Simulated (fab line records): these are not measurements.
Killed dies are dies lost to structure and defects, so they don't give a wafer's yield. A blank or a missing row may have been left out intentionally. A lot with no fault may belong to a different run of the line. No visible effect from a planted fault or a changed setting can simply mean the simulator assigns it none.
fab line records	flow sky130
[record] lots = 6	wafers = 18	lastDay = 50
route steps=708 shown LI_CONTACT@371 LOCAL_INTERCONNECT@387 PAD_OPEN@708
lots untouched by any fault: they come from a run of this same line in which no faults occurred
startH: start of the lot's first displayed wafer, in hours after the record's first day	waitH: how many hours have passed since the lot's step before this one	" the same as in the row above	L1.1+2: one row covering several wafers at once	- either no value or no given start	* or withheld: withheld	< > ~ a bound
route shown NAME@n: names a module that has steps shown in the file, with the first one's number in the route	usual: the fault-free wafers' mean and standard deviation	same: alike in all rows	chamber/n: place in a boat	sites: each site's reading	_std_site: their standard deviation	_edge_site: inner sites' mean taken away from outer sites' mean	radiusMm: for every site, how far away it sits from the centre of the wafer	mask NAME#n: copy n	behind: tool/chamber where the wafer was last shaped	hold: reason for holding the lot/hours on hold/outcome of the hold	device: transistor that didn't switch, given as n, p or np	end of line: the route-end tests of the same wafers	a step without rows: its recipe alone	killed: dies that structure and defects cost at the first sort, which is not the same as the wafer's yield	map: shows each die of a wafer: x if killed, . if not, _ if none is there
set.NAME: the setting the step ran with; set.NAME@STEP: the setting that earlier step ran with	model.NAME: the simulator's own value behind a step, which no gauge read
a table for each step, a row for each wafer; lots at some steps of the route
services: a tool's chamber out of use, with start hour (startH, from the record's first day; less than 0 if before it), hours out, and reason
[[steps]]
[step SKY_LI_CONTACT_EXPOSE_09]
[recipe] maskId = LICM1	na = 0.8	sourceShape = annular	sigmaInner = 0.55	sigmaOuter = 0.85	targetCdNm = 170	doseMj = 38
[step SKY_LI_CONTACT_PEB_10]
[recipe] pebTempC = withheld	pebTimeS = withheld	resist = KrF-thick
[step SKY_LI_CONTACT_DEVELOP_11]
[recipe] developTimeS = 60	resist = KrF-thick	devTempC = 21
[step SKY_LI_CONTACT_CD_MEAS_12]
[recipe] targetCdNm = 170
[usual] cdNm = 170.4/1.8
lot.wafer	tool	chamber	startH	waitH	cdNm
L140.2	cdSem-01	-	671.13	-	170.3
L140.3	"	-	"	"	168.2
L140.6	"	-	"	"	170.0
L141.2	cdSem-02	-	688.94	-	169.1
L141.5	"	-	"	"	167.9
L141.6	"	-	"	"	167.6
L150.3	cdSem-01	-	758.42	-	168.8
L150.4	"	-	"	"	169.3
L150.5	"	-	"	"	169.6
L152.3	cdSem-01	-	778.26	-	171.6
L152.5	"	-	"	"	172.7
L152.6	"	-	"	"	172.0
L159.1	cdSem-02	-	817.92	-	170.6
L159.4	"	-	"	"	172.6
L159.5	"	-	"	"	172.5
L163.1	cdSem-02	-	861.53	-	169.9
L163.5	"	-	"	"	167.5
L163.6	"	-	"	"	170.2
[step SKY_LI_CONTACT_OVL_MEAS_13]
[usual] LI_CONTACT_OVL = -1/4.4
lot.wafer	tool	chamber	startH	waitH	LI_CONTACT_OVL[nm]
L140.2	overlay-02	-	671.23	0.1	3
L140.3	"	-	"	"	9
L140.6	"	-	"	"	-2
L141.2	overlay-02	-	689.05	0.1	-6
L141.5	"	-	"	"	-6
L141.6	"	-	"	"	-2
L150.3	overlay-01	-	758.51	0.1	-5
L150.4	"	-	"	"	-7
L150.5	"	-	"	"	0
L152.3	overlay-02	-	778.35	0.1	-7
L152.5	"	-	"	"	-1
L152.6	"	-	"	"	5
L159.1	overlay-01	-	818.04	0.1	-5
L159.4	"	-	"	"	-1
L159.5	"	-	"	"	4
L163.1	overlay-02	-	861.65	0.1	-1
L163.5	"	-	"	"	-4
L163.6	"	-	"	"	-4
[step SKY_LI_CONTACT_ETCH_14]
[recipe] chemistry = N2/H2	target = BARC	ionEnergyEv = 200	sourceW = 500	biasW = 100	pressureMtorr = 30	n2FlowSccm = 100	h2FlowSccm = 200	stopOn = SiO2	timeS = 45.9	targetDepthA = 600
[usual] drypumpMotorCurrentA = 5.6/0.46	oesProductAu = 0.855/0.0044	throttleValvePct = 13.224/0.0091
lot.wafer	tool	chamber	startH	waitH	drypumpMotorCurrentA	oesProductAu	rfHoursCounterH	throttleValvePct
L140.2	rieDiel-01	2	671.26	0.0	5.1	0.854	8	13.220
L140.3	"	0	"	"	5.9	0.864	15	13.234
L140.6	"	1	"	"	5.2	0.859	-	13.223
L141.2	rieDiel-03	0	689.08	0.0	6.3	0.848	32	13.223
L141.5	"	2	"	"	6.2	0.858	-	13.240
L141.6	"	1	"	"	4.9	0.858	-	13.209
L150.3	rieDiel-01	2	758.54	0.0	5.1	0.854	9	13.222
L150.4	"	0	"	"	5.9	0.854	16	13.224
L150.5	"	0	"	"	5.9	0.850	-	13.235
L152.3	rieDiel-02	1	778.38	0.0	5.6	0.852	9	13.214
L152.5	"	2	"	"	5.3	0.850	-	13.231
L152.6	"	1	"	"	5.6	0.857	-	13.205
L159.1	rieDiel-02	1	818.08	0.0	5.6	0.853	11	13.225
L159.4	"	3	"	"	5.9	0.862	33	13.221
L159.5	"	1	"	"	5.6	0.854	-	13.213
L163.1	rieDiel-01	1	861.69	0.0	5.2	0.863	16	13.233
L163.5	"	1	"	"	5.2	0.856	-	13.231
L163.6	"	0	"	"	5.9	0.857	-	13.234
[step SKY_LI_CONTACT_ETCH_15]
[recipe] target = PSG	chemistry = C4F8/O2/Ar	stopOn = Si	taperDeg = 4.15	maskMaterial = KrF-thick	sourceW = 1500	biasW = 1200	pressureMtorr = 40	c4f8FlowSccm = withheld	O2_flow_sccm = 6	Ar_flow_sccm = 300	timeS = withheld	targetDepthA = 6000
[step SKY_LI_CONTACT_STRIP_16]
[recipe] chemistry = O2/N2	powerW = 1400	pressureMtorr = 1500	platenTempC = withheld	o2FlowSccm = 3000	n2FlowSccm = 300	overashFraction = 0.5
[usual] drypumpMotorCurrentA = 5.4/0.56	oesProductAu = 0.376/0.0047	stripTimeToEndpointS = 3.490/0.025
lot.wafer	tool	chamber	startH	waitH	drypumpMotorCurrentA	oesProductAu	rfHoursCounterH	stripTimeToEndpointS
L140.2	plasmaAsher-02	0	671.39	-	6.3	0.370	25	3.471
L140.3	"	1	"	"	5.6	0.378	-	3.495
L140.6	"	0	"	"	6.3	0.377	-	3.495
L141.2	plasmaAsher-01	1	689.20	-	5.1	0.378	102	3.489
L141.5	"	0	"	"	4.9	0.371	-	3.507
L141.6	"	1	"	"	5.1	0.374	-	3.499
L150.3	plasmaAsher-01	1	758.70	-	5.1	0.368	-	3.478
L150.4	"	0	"	"	4.9	0.374	-	3.506
L150.5	"	0	"	"	4.9	0.377	-	3.484
L152.3	plasmaAsher-01	0	778.54	-	4.9	0.382	-	3.554
L152.5	"	0	"	"	4.9	0.369	-	3.521
L152.6	"	1	"	"	5.1	0.376	-	3.556
L159.1	plasmaAsher-02	1	818.21	-	5.6	0.380	40	3.501
L159.4	"	1	"	"	5.6	0.372	-	3.471
L159.5	"	1	"	"	5.6	0.374	-	3.494
L163.1	plasmaAsher-02	1	861.82	-	5.6	0.374	44	3.466
L163.5	"	0	"	"	6.3	0.378	-	3.468
L163.6	"	1	"	"	5.6	0.372	-	3.499
[step SKY_LI_CONTACT_CLEAN_17]
[recipe] chemistry = NMP	timeS = 600	tempC = 60	dry = n2Spin
[step SKY_LI_CONTACT_PRE_CLEAN_18]
[recipe] gas = Ar	timeS = 5.6	biasV = 358
[step SKY_LI_CONTACT_SPUTTER_19]
[recipe] material = Ti	targetThkNm = 20	chamberPressurePa = 5	powerW = 2500	substrateTempC = 200	timeS = 106.37
[usual] cathodeDcPowerW = 2499.9/0.48	throttleValvePct = 30.1/0.99
lot.wafer	tool	chamber	startH	waitH	cathodeDcPowerW	throttleValvePct
L140.2	pvdSputter-03	-	671.70	0.0	2499.9	30.3
L140.3	"	-	"	"	2499.1	29.8
L140.6	"	-	"	"	2500.5	30.5
L141.2	pvdSputter-02	-	689.50	0.0	2500.0	31.6
L141.5	"	-	"	"	2499.8	30.0
L141.6	"	-	"	"	2500.1	31.0
L150.3	pvdSputter-03	-	758.98	0.0	2500.1	30.6
L150.4	"	-	"	"	2501.0	30.6
L150.5	"	-	"	"	2499.5	30.6
L152.3	pvdSputter-03	-	778.80	0.0	2500.1	29.4
L152.5	"	-	"	"	2500.0	30.4
L152.6	"	-	"	"	2499.4	30.0
L159.1	pvdSputter-03	-	818.50	0.0	2499.4	30.4
L159.4	"	-	"	"	2499.3	30.1
L159.5	"	-	"	"	2499.7	29.5
L163.1	pvdSputter-03	-	862.11	0.0	2500.4	30.6
L163.5	"	-	"	"	2500.1	29.9
L163.6	"	-	"	"	2499.6	30.7
[step SKY_LI_CONTACT_SPUTTER_20]
[recipe] material = TiN	targetThkNm = 20	chamberPressurePa = 5	powerW = 4000	timeS = 80
[usual] cathodeDcPowerW = 4000.1/0.72	throttleValvePct = 30.2/0.98
lot.wafer	tool	chamber	startH	waitH	cathodeDcPowerW	throttleValvePct
L140.2	pvdSputter-03	-	671.78	0.0	4000.4	30.6
L140.3	"	-	"	"	3999.9	29.7
L140.6	"	-	"	"	3999.5	30.2
L141.2	pvdSputter-02	-	689.57	0.0	3999.2	31.4
L141.5	"	-	"	"	3999.8	30.2
L141.6	"	-	"	"	3999.7	31.2
L150.3	pvdSputter-03	-	759.05	0.0	3998.8	30.5
L150.4	"	-	"	"	3999.8	30.3
L150.5	"	-	"	"	3999.7	30.6
L152.3	pvdSputter-03	-	778.88	0.0	4000.9	30.0
L152.5	"	-	"	"	4000.5	30.5
L152.6	"	-	"	"	4000.0	29.7
L159.1	pvdSputter-03	-	818.58	0.0	3999.2	30.2
L159.4	"	-	"	"	4000.1	30.0
L159.5	"	-	"	"	4000.0	29.9
L163.1	pvdSputter-03	-	862.19	0.0	3999.8	30.2
L163.5	"	-	"	"	3999.3	29.9
L163.6	"	-	"	"	3999.2	30.5
[step SKY_LI_CONTACT_CVD_21]
[recipe] material = W	targetThkNm = 400	timeS = 120.56	tempC = 400	pressureTorr = 40
[usual] heaterPowerW = 839/82	susceptorTempC = 400.02/0.22
lot.wafer	tool	chamber	startH	waitH	heaterPowerW	sinceWetCleanH	susceptorTempC	model.W_of_LI_CONTACT_CVD_21.thkNm
L140.2	cvdW-01	0	671.84	0.0	758	268	400.04	398.6
L140.3	"	1	"	"	745	-	399.92	401.5
L140.6	"	1	"	"	763	-	399.77	396.4
L141.2	cvdW-02	0	689.64	0.0	907	786	399.95	390.3
L141.5	"	1	"	"	954	-	399.85	397
L141.6	"	0	"	"	905	-	399.85	393.7
L150.3	cvdW-02	0	759.16	0.1	889	-	399.78	402.5
L150.4	"	1	"	"	986	-	405.94	442.6
L150.5	"	1	"	"	979	-	405.71	444.6
L152.3	cvdW-02	1	778.98	0.1	985	-	406.19	444.2
L152.5	"	1	"	"	974	-	406.34	442.5
L152.6	"	0	"	"	909	-	399.62	402.5
L159.1	cvdW-01	0	818.64	0.0	784	415	399.95	403.4
L159.4	"	1	"	"	795	-	399.92	403
L159.5	"	0	"	"	767	-	400.37	402
L163.1	cvdW-02	1	862.25	0.0	947	958	399.75	392.7
L163.5	"	0	"	"	912	-	399.92	394.6
L163.6	"	1	"	"	939	-	400.26	395.6
[step SKY_LI_CONTACT_RS_MEAS_22]
[recipe] thkMeasGauge = four-point-probe	reads = W_of_LI_CONTACT_CVD_21+TiN_of_LI_CONTACT_SPUTTER_20+Ti_of_LI_CONTACT_SPUTTER_19
[usual] LI_CONTACT_W_RS = 0.286/0.0035
lot.wafer	tool	chamber	startH	waitH	LI_CONTACT_W_RS[ohm/sq]
L140.2	filmMetro-04	-	671.98	0.1	0.286
L140.3	"	-	"	"	0.284
L140.6	"	-	"	"	0.287
L141.2	filmMetro-03	-	689.78	0.1	0.292
L141.5	"	-	"	"	0.287
L141.6	"	-	"	"	0.290
L150.3	filmMetro-01	-	759.28	0.1	0.282
L150.4	"	-	"	"	0.257
L150.5	"	-	"	"	0.256
L152.3	filmMetro-04	-	779.10	0.1	0.257
L152.5	"	-	"	"	0.257
L152.6	"	-	"	"	0.283
L159.1	filmMetro-01	-	818.76	0.1	0.283
L159.4	"	-	"	"	0.282
L159.5	"	-	"	"	0.283
L163.1	filmMetro-01	-	862.37	0.1	0.290
L163.5	"	-	"	"	0.289
L163.6	"	-	"	"	0.287
[step SKY_LI_CONTACT_THK_MEAS_23]
[recipe] thkMeasGauge = xrf	reads = W_of_LI_CONTACT_CVD_21
[usual] LI_CONTACT_W_THK = 398/5.7
lot.wafer	tool	chamber	startH	waitH	LI_CONTACT_W_THK[nm]
L140.2	filmMetro-04	-	672.09	0.1	402
L140.3	"	-	"	"	402
L140.6	"	-	"	"	402
L141.2	filmMetro-03	-	689.89	0.1	391
L141.5	"	-	"	"	393
L141.6	"	-	"	"	392
L150.3	filmMetro-01	-	759.38	0.1	394
L150.4	"	-	"	"	439
L150.5	"	-	"	"	434
L152.3	filmMetro-04	-	779.20	0.1	442
L152.5	"	-	"	"	439
L152.6	"	-	"	"	404
L159.1	filmMetro-01	-	818.88	0.1	402
L159.4	"	-	"	"	404
L159.5	"	-	"	"	403
L163.1	filmMetro-01	-	862.49	0.1	391
L163.5	"	-	"	"	394
L163.6	"	-	"	"	398
[step SKY_LI_CONTACT_CMP_24]
[recipe] stopOn = PSG	tOverpolishS = 20	downForcePsi = 3.5	platenRpm = 60	targetThkNm = 0	padVelocityMS = 0.94248
[usual] motorCurrentA = 11.2/0.93	platenRpm = 60.00/0.038	timeToEndpointS = 100/3.2
lot.wafer	tool	chamber	startH	waitH	motorCurrentA	platenRpm	timeToEndpointS
L140.3	cmp-02	1	672.14	0.0	9.9	59.98	98
L140.2	"	2	"	"	10.4	60.01	96
L140.6	"	1	"	"	10.6	59.95	95
L141.2	cmp-02	0	689.99	0.1	12.6	59.98	99
L141.6	"	3	"	"	10.5	59.98	104
L141.5	"	0	"	"	13.0	59.98	99
L150.3	cmp-01	3	759.47	0.1	11.1	59.97	97
L150.4	"	1	"	"	10.5	60.06	114
L150.5	"	2	"	"	12.7	60.05	113
L152.3	cmp-01	0	779.34	0.1	11.0	60.04	109
L152.5	"	2	"	"	12.4	60.00	117
L152.6	"	3	"	"	10.7	60.05	97
L159.4	cmp-02	3	819.04	0.1	10.6	60.04	102
L159.1	"	0	"	"	12.7	59.98	100
L159.5	"	1	"	"	11.1	59.92	102
L163.1	cmp-02	1	862.65	0.1	11.4	59.97	101
L163.6	"	3	"	"	10.2	59.93	101
L163.5	"	0	"	"	12.8	60.02	98
[step SKY_LOCAL_INTERCONNECT_SPUTTER_00]
[recipe] material = TiN	targetThkNm = 100	tempC = 300	powerW = 6500	timeS = 83.3	chamberPressurePa = 0.4
[usual] cathodeDcPowerW = 6500.0/1.1	susceptorTempC = 300.01/0.2	throttleValvePct = 30.5/0.92
lot.wafer	tool	chamber	startH	waitH	cathodeDcPowerW	susceptorTempC	throttleValvePct
L140.2	pvdSputter-02	-	672.44	0.2	6499.9	299.99	30.1
L140.3	"	-	"	"	6500.7	299.81	31.4
L140.6	"	-	"	"	6499.4	299.83	31.1
L141.2	pvdSputter-03	-	690.24	0.2	6499.2	300.26	29.9
L141.5	"	-	"	"	6503.0	300.23	30.3
L141.6	"	-	"	"	6499.5	300.08	30.0
L150.3	pvdSputter-02	-	759.72	0.2	6501.3	299.85	31.4
L150.4	"	-	"	"	6499.9	300.12	30.2
L150.5	"	-	"	"	6499.6	300.40	32.1
L152.3	pvdSputter-02	-	779.54	0.1	6500.4	299.92	30.1
L152.5	"	-	"	"	6499.1	300.26	31.4
L152.6	"	-	"	"	6500.1	300.00	30.4
L159.1	pvdSputter-01	-	819.24	0.1	6499.4	299.85	31.2
L159.4	"	-	"	"	6499.5	299.93	28.9
L159.5	"	-	"	"	6499.9	300.02	31.5
L163.1	pvdSputter-02	-	862.85	0.1	6497.8	299.82	31.5
L163.5	"	-	"	"	6500.1	299.91	32.0
L163.6	"	-	"	"	6499.2	299.98	31.4
[step SKY_PAD_OPEN_PROBE_99]
[usual] killed_at_M0_to_M3 = 43/7.1	killed_at_M4_up = 3.1/1.7	killedAtContacts = 23/5.1	killedAtFrontEnd = 14/4.4	killedAtOther = 0.3/0.47	killedDies = 84/9.9	killedOpen = 45/6.6	killedShort = 38/6.8
[same] grossDies = 492	killedAtBackSide = 0
lot.wafer	tool	chamber	startH	waitH	killed_at_M0_to_M3	killed_at_M4_up	killedAtContacts	killedAtFrontEnd	killedAtOther	killedDies	killedOpen	killedShort
L150.3	prober-01	-	1138.53	0.2	47	4	21	14	0	86	53	33
L150.4	prober-01	-	1138.58	0.2	46	4	24	13	0	87	48	39
L150.5	prober-01	-	1138.63	0.2	49	1	24	8	0	82	47	35
// killed by level:class
L150.3 VIA2:geometricParticle:open=11 CONTACT:geometricParticle:open=10 VIA1:geometricParticle:open=10 VIA3:geometricParticle:open=6 METAL1:geometricParticle:short=6 POLY_GATE:geometricParticle:short=4 LI_CONTACT:geometricParticle:open=4 METAL2:geometricParticle:short=4
L150.4 VIA1:geometricParticle:open=10 CONTACT:geometricParticle:open=8 METAL1:geometricParticle:short=7 METAL2:geometricParticle:short=6 LI_CONTACT:geometricParticle:open=5 VIA2:geometricParticle:open=5 VIA3:geometricParticle:open=5 CONTACT:geometricParticle:short=4
L150.5 VIA1:geometricParticle:open=13 LI_CONTACT:geometricParticle:open=10 METAL1:geometricParticle:short=7 VIA3:geometricParticle:open=6 VIA2:geometricParticle:open=6 LI_CONTACT:geometricParticle:short=5 CONTACT:geometricParticle:open=5 VIA1:geometricParticle:short=4
[[services]]
tool	chamber	startH	hours	kind
pvdSputter-03	-	656.71	2.8	repair
cmp-01	-	669.93	0.5	repair
cmp-01	-	670.93	0.7	repair
cmp-01	-	681.50	5.4	repair
cmp-02	-	693.60	0.3	repair
rieDiel-02	2	701.84	1.4	repair
rieDiel-02	1	714.80	10.3	repair
cmp-01	-	722.15	4.7	pm
plasmaAsher-01	-	733.75	9.0	pm
cmp-02	-	740.65	0.8	repair
cmp-01	-	744.00	4.0	pm
plasmaAsher-01	-	750.62	2.0	repair
cmp-02	-	757.69	0.4	repair
cmp-01	-	763.25	1.4	repair
rieDiel-02	1	763.69	6.1	repair
cmp-02	-	767.04	6.2	pm
cvdW-02	1	792.28	5.0	repair
pvdSputter-03	-	798.98	1.0	repair
plasmaAsher-02	-	827.12	2.6	repair
plasmaAsher-01	-	833.83	1.3	repair
cvdW-02	0	834.12	5.1	repair
pvdSputter-02	-	834.49	2.3	repair
cmp-02	-	845.88	1.7	repair
cmp-02	-	848.20	1.6	repair
[[key]]
[firstSign] step = SKY_LI_CONTACT_CVD_21	reading = susceptorTempC	direction = up	sigmas = 27	usual = *	struck = *
[effect] step = SKY_LI_CONTACT_RS_MEAS_22	reading = LI_CONTACT_W_RS	direction = down	sigmas = 8.3	usual = 0.286	struck = 0.257
[effect] step = SKY_LI_CONTACT_THK_MEAS_23	reading = LI_CONTACT_W_THK	direction = up	sigmas = 7.2	usual = 398	struck = 439
[effect] step = SKY_LI_CONTACT_CMP_24	reading = timeToEndpointS	direction = up	sigmas = 4.2	usual = *	struck = *
[modelEffect] step = SKY_LI_CONTACT_CVD_21	value = W_of_LI_CONTACT_CVD_21.thkNm	without = 399	struck = 443.5
metAt SKY_LI_CONTACT_CVD_21
struckWafers L150.4,L150.5,L152.3,L152.5
testerLeftOut L150,L152
onsetBetween 689.64 759.16
[fault] kind = processParameterDrift	tool = cvdW-02	chamber = 1	onsetH = 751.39	steps = SKY_LI_CONTACT_CVD_21	channel = tempC	offset = *	shape = step	endH = 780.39	actsIn = *	stated = *
// testerLeftOut: of these lots the tester's yield and bins aren't shown, on N5 and GAA mostly nor the transistor test; their killed dies are dies lost to structure and defects alone, not to doping, threshold or leakage, so they don't give the yield
